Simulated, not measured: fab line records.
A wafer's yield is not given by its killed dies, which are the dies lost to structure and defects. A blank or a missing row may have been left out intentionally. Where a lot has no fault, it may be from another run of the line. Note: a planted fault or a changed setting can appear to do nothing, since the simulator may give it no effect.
Chamber matching -- flow gf180mcu -- 4 sister chambers for GF_V1_CMP_26 on cmp-02
The step polishes, stops on SiO2, t overpolish 15 s, target thk 0 nm. 14 wafers are shown with their chamber, then 7 later ones without.

== WAFERS WITH THEIR CHAMBER ==
wafer,chamber,motorCurrentA (A),timeToEndpointS (s)
L483.4,0,11.4,88
L483.5,0,11.9,89
L483.6,3,10.9,83
L484.1,3,10.8,87
L484.3,1,12.0,91
L484.5,2,9.8,78
L488.2,1,13.1,97
L488.3,0,12.1,89
L488.4,2,9.5,79
L489.2,3,10.5,88
L489.5,3,11.6,91
L489.6,2,9.7,82
L493.1,3,11.0,83
L493.3,2,9.0,78

SIGNATURES (averages over the wafers above)
reading,chamber 0,chamber 1,chamber 2,chamber 3,scatter within a chamber
motorCurrentA,11.800,12.550,9.500,10.960,0.436
timeToEndpointS,88.67,94.00,79.25,86.40,2.77
Rule: distance of a wafer from a chamber = root of the sum over the readings of ((wafer's reading minus chamber's mean) / reading's scatter) squared. The wafer belongs to the nearest chamber; if the next one is less than 2 further off, it can't be placed. The scatter: the root of (the sum of the squares of (reading less its chamber's mean) over the shown wafers, divided by (wafers less chambers)).

== WAFERS WITHOUT THEIR CHAMBER ==
wafer,motorCurrentA (A),timeToEndpointS (s)
L493.6,10.7,84
L501.2,12.3,89
L501.3,12.4,93
L501.6,9.2,75
L503.3,12.2,90
L503.4,9.4,80
L503.5,13.6,96

== THE CHAMBER EACH PASSED THROUGH ==
wafer,from the rows above,in truth
L493.6,can't be placed: 3 or 0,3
L501.2,can't be placed: 0 or 1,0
L501.3,can't be placed: 1 or 0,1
L501.6,2,2
L503.3,can't be placed: 0 or 1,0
L503.4,2,2
L503.5,1,1
Placed correctly: 3 of 7. From these rows, 4 cannot be placed; in 4 the true chamber is one of the candidates. 0 placed wrongly.
